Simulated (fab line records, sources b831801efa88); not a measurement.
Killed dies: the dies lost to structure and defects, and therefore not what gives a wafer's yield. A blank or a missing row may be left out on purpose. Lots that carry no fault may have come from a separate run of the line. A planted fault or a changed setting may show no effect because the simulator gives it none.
Matching of chambers / flow sfq-line / 3 sister chambers for SFQ_TRILAYER_L0_CAP_PECVD_011 on pecvd-02
The step deposits SiO2 from SiH4/N2O, time 13.333 s, target thk 60 nm. 3 wafers are shown with their chamber, then 6 later ones without.

## EACH WAFER AND ITS CHAMBER
wafer=L671.6; chamber=2; throttle-valve-pct (%)=24.3
wafer=L674.3; chamber=1; throttle-valve-pct (%)=24.6
wafer=L675.5; chamber=0; throttle-valve-pct (%)=24.0

## WAFERS MISSING THEIR CHAMBER
wafer=L675.6; throttle-valve-pct (%)=24.3
wafer=L676.1; throttle-valve-pct (%)=24.2
wafer=L676.3; throttle-valve-pct (%)=24.5
wafer=L676.4; throttle-valve-pct (%)=25.0
wafer=L684.1; throttle-valve-pct (%)=24.4
wafer=L684.5; throttle-valve-pct (%)=24.0

## CHAMBER TAKEN BY EACH
wafer=L675.6; from the rows above=can't be placed: 2 or 0 or 1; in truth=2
wafer=L676.1; from the rows above=can't be placed: 2 or 0 or 1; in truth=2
wafer=L676.3; from the rows above=can't be placed: 1 or 2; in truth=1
wafer=L676.4; from the rows above=can't be placed: 1 or 2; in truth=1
wafer=L684.1; from the rows above=can't be placed: 2 or 1 or 0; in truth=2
wafer=L684.5; from the rows above=can't be placed: 0 or 2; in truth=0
Placed correctly: 0 of 6. Cannot be placed on the basis of these rows: 6; the candidates contain the true chamber in 6. Number placed wrongly: 0.
How it was worked out, from the rows above alone: a wafer's distance from a chamber is the root of the sum, over the readings, of the square of ((its reading less the chamber's mean) divided by the reading's scatter). The wafer belongs to the nearest chamber; if the next one is less than 2 further off, it can't be placed. For every chamber, the mean is computed from those of its wafers that are shown. The scatter: with one shown wafer a chamber, the root of the mean of the squares of how far each hidden wafer lies from its nearest shown one.
